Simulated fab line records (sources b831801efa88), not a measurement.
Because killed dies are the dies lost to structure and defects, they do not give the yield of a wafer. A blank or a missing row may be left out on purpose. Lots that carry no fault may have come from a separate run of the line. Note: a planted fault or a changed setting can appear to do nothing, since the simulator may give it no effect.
What tool caused it? -- flow gf180mcu -- 14 lots with 42 wafers sampled at 3 steps, on a route of 602 steps

== WHAT THE GAUGES READ, wafer by wafer ==
GF_HV_LDD_CD_MEAS_31: the cd target is 400 nm.
lot,measured,on,cd-nm (nm)
L599,day 11 20:55,cd-sem-02,396.3 397.1 396.9
L601,day 12 17:06,cd-sem-01,401.7 401.6 400.8
L602,day 12 22:36,cd-sem-02,401.1 399.4 402.8
L603,day 13 06:05,cd-sem-01,402.3 399.1 399.9
L604,day 13 09:37,cd-sem-01,396.9 397.0 398.3
L605,day 13 19:29,cd-sem-02,402.5 402.0 400.8
L606,day 14 03:41,cd-sem-01,403.4 401.4 402.5
L614,day 16 19:09,cd-sem-02,398.2 398.2 401.9
L616,day 17 11:16,cd-sem-01,400.8 398.4 399.0
L617,day 17 16:01,cd-sem-02,401.3 400.4 400.7
L618,day 17 23:08,cd-sem-02,400.3 398.5 397.5
L619,day 18 04:02,cd-sem-01,395.0 399.0 398.7
L620,day 18 12:38,cd-sem-02,401.9 399.4 400.9
L621,day 19 00:29,cd-sem-02,398.9 397.3 397.0

GF_SALICIDE_RS_MEAS_04: a four-point-probe measurement.
lot,measured,on,SALICIDE_TIN_RS (ohm/sq)
L599,day 15 10:11,film-metro-03,15.7 16.0 15.7
L601,day 16 10:44,film-metro-04,16.2 16.7 16.1
L602,day 16 15:52,film-metro-02,16.4 16.0 16.4
L603,day 17 00:35,film-metro-02,16.1 16.2 16.4
L604,day 17 04:57,film-metro-03,16.6 16.2 16.5
L605,day 17 15:42,film-metro-02,15.9 16.1 16.1
L606,day 18 02:00,film-metro-02,15.7 16.1 15.6
L614,day 21 00:15,film-metro-03,16.9 16.9 16.8
L616,day 21 15:17,film-metro-03,16.0 15.9 15.9
L617,day 21 22:58,film-metro-02,15.6 16.0 15.5
L618,day 22 04:38,film-metro-02,16.5 16.1 16.5
L619,day 22 09:23,film-metro-03,15.9 16.0 15.8
L620,day 22 17:57,film-metro-03,16.7 16.1 16.9
L621,day 23 05:37,film-metro-03,16.6 17.1 16.6

== TOOL THAT RAN EACH LOT (tool first, then ch and the chambers of the sampled wafers, then the start) ==
lot,GF_SAB_CVD_00
L599,"pecvd-04 ch 0,2, day 14 12:32"
L601,"pecvd-02 ch 0,1, day 15 12:11"
L602,"pecvd-01 ch 1,2, day 15 17:36"
L603,"pecvd-02 ch 0,1,2, day 16 01:37"
L604,"pecvd-02 ch 0,1,2, day 16 05:41"
L605,"pecvd-04 ch 0,1,2, day 16 17:01"
L606,"pecvd-02 ch 0,1,2, day 17 02:29"
L614,"pecvd-04 ch 1,2, day 19 23:44"
L616,"pecvd-01 ch 1,2, day 20 14:58"
L617,"pecvd-02 ch 0,1,2, day 20 22:25"
L618,"pecvd-01 ch 0,1, day 21 04:18"
L619,"pecvd-02 ch 0,2, day 21 09:47"
L620,"pecvd-04 ch 1,2, day 21 18:00"
L621,"pecvd-01 ch 0,1, day 22 05:47"
- GF_SAB_CVD_00: deposits SiO2 from TEOS, target thk 50 nm, time 4.9302 s.

== AS READ BY THE TOOLS THEMSELVES (means over the sampled wafers that have a number; for cases with no such wafer, the mark the record gives instead) ==
GF_SAB_CVD_00.
lot,tool,heater-power-w (W),rf-fwd-power-W (W)
L599,pecvd-04,657,586.2
L601,pecvd-02,548,583.9
L602,pecvd-01,722,588.2
L603,pecvd-02,575,584.2
L604,pecvd-02,513,562.3
L605,pecvd-04,602,587.9
L606,pecvd-02,541,563.1
L614,pecvd-04,680,588.7
L616,pecvd-01,623,589.0
L617,pecvd-02,558,585.8
L618,pecvd-01,614,585.9
L619,pecvd-02,568,586.3
L620,pecvd-04,662,588.8
L621,pecvd-01,573,586.5

== THE ANSWER, worked out from the rows above alone ==
Rule: what is usual is taken from the lots themselves. Put in order of their means at a reading, lots are off if they are a third of the lots or fewer, leave a main group of 4 or more, and stand apart from it by a gap of 3 or more times the standard deviation of the main group's means; of several such gaps the widest counts. Not used: any main group whose means are identical at the precision the tables above print for the reading. A lot without any number at a reading at which 4 lots or more have one is off too. All remaining lots with rows at the step are treated as sound. The gauges are gone through in route order, then the tools' own readings, and for those a lot's mean is taken as printed above. At the first step where some lot is off, the reading lying furthest off is the one used; lots without a number count as furthest.
Off: L604, L606 (GF_SAB_CVD_00, rf-fwd-power-W). Main group: mean 586.8 W, sd 1.7.
If a tool, at that step or one of the process steps before it, ran each lot that is off and ran no sound lot following the first of them, it fits. No candidate that was tried fits.

== WHAT THE SIMULATOR PUT IN ==
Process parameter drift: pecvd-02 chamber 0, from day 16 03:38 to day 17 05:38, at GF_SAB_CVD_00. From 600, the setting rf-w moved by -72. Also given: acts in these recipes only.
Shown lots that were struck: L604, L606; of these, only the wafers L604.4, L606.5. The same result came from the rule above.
